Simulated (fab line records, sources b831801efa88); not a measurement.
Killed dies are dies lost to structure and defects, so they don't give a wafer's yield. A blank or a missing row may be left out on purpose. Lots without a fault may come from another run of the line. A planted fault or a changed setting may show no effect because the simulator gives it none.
Which tool did it? | flow sky130 | 10 lots, 30 wafers sampled, at 2 steps of a route of 708

WHAT THE GAUGES READ, wafer by wafer
SKY_VIA4_OVL_MEAS_11. Usual: VIA4_OVL 0.4 nm, standard deviation 1.3.
lot  | measured     | on         | VIA4_OVL (nm)  | flag
L166 | day 41 03:23 | overlay-02 | -0.9 0.1 -0.8  |
L169 | day 41 17:14 | overlay-01 | 1.8 1.8 0.4    |
L171 | day 42 02:38 | overlay-01 | -2.1 -1.1 -2.8 |
L174 | day 43 03:32 | overlay-01 | -0.5 -1.3 -0.6 |
L180 | day 44 09:23 | overlay-01 | 1.4 1.8 1.0    |
L182 | day 45 00:41 | overlay-01 | 2.2 2.8 0.5    |
L183 | day 50 10:01 | overlay-01 | 0.4 0.4 2.0    |
L184 | day 50 10:32 | overlay-02 | 1.1 0.5 0.0    |
L187 | day 50 11:18 | overlay-02 | 0.3 -1.5 -0.2  |
L186 | day 50 11:44 | overlay-01 | 0.6 0.0 0.3    |

SKY_VIA4_RS_MEAS_19: measures by four-point-probe. Usual: VIA4_W_RS 0.2252 ohm/sq, standard deviation 0.0027.
lot  | measured     | on            | VIA4_W_RS (ohm/sq)   | flag
L166 | day 41 04:18 | film_metro-04 | 0.2210 0.2250 0.2280 |
L169 | day 41 18:10 | film_metro-03 | 0.2245 0.2202 0.2276 |
L171 | day 42 03:34 | film_metro-04 | 0.2251 0.2306 0.2300 |
L174 | day 43 04:28 | film_metro-01 | 0.2280 0.2278 0.2252 |
L180 | day 44 10:20 | film_metro-03 | 0.2213 0.2285 0.2233 |
L182 | day 45 01:38 | film_metro-03 | 0.2227 0.2239 0.2237 |
L183 | day 50 10:57 | film_metro-01 | 0.2254 0.2217 0.2228 |
L184 | day 50 11:53 | film_metro-04 | 0.2225 0.2228 0.2244 |
L187 | day 50 12:54 | film_metro-01 | 0.2200 0.2243 0.2247 |
L186 | day 50 13:08 | film_metro-01 | 0.2228 0.2217 0.2235 |

WHICH TOOL RAN EACH LOT (tool, then ch and the chambers of the sampled wafers, then the start)
The record holds no process step before these readings.

WHAT THE TOOLS THEMSELVES READ (means of the sampled wafers that have a number; where no wafer has one, the mark that the record gives instead)
The record holds no such reading with a usual standard deviation.

THE ANSWER, worked out from the rows above alone
Rule: a lot is off if the mean of its wafers that have a number lies more than 3 standard deviations from the usual mean. A lot without any number at a reading at which 4 lots or more have one is off too. The other lots that the step has rows for count as sound. The gauges are gone through in route order, then the tools' own readings, and for those a lot's mean is taken as printed above. The first step at which some lot is off is used, and at that step the reading that is off furthest; a lot without a number counts as furthest.
No lot is off at any reading shown: from this, nothing can be told.

WHAT THE SIMULATOR HAD PUT IN
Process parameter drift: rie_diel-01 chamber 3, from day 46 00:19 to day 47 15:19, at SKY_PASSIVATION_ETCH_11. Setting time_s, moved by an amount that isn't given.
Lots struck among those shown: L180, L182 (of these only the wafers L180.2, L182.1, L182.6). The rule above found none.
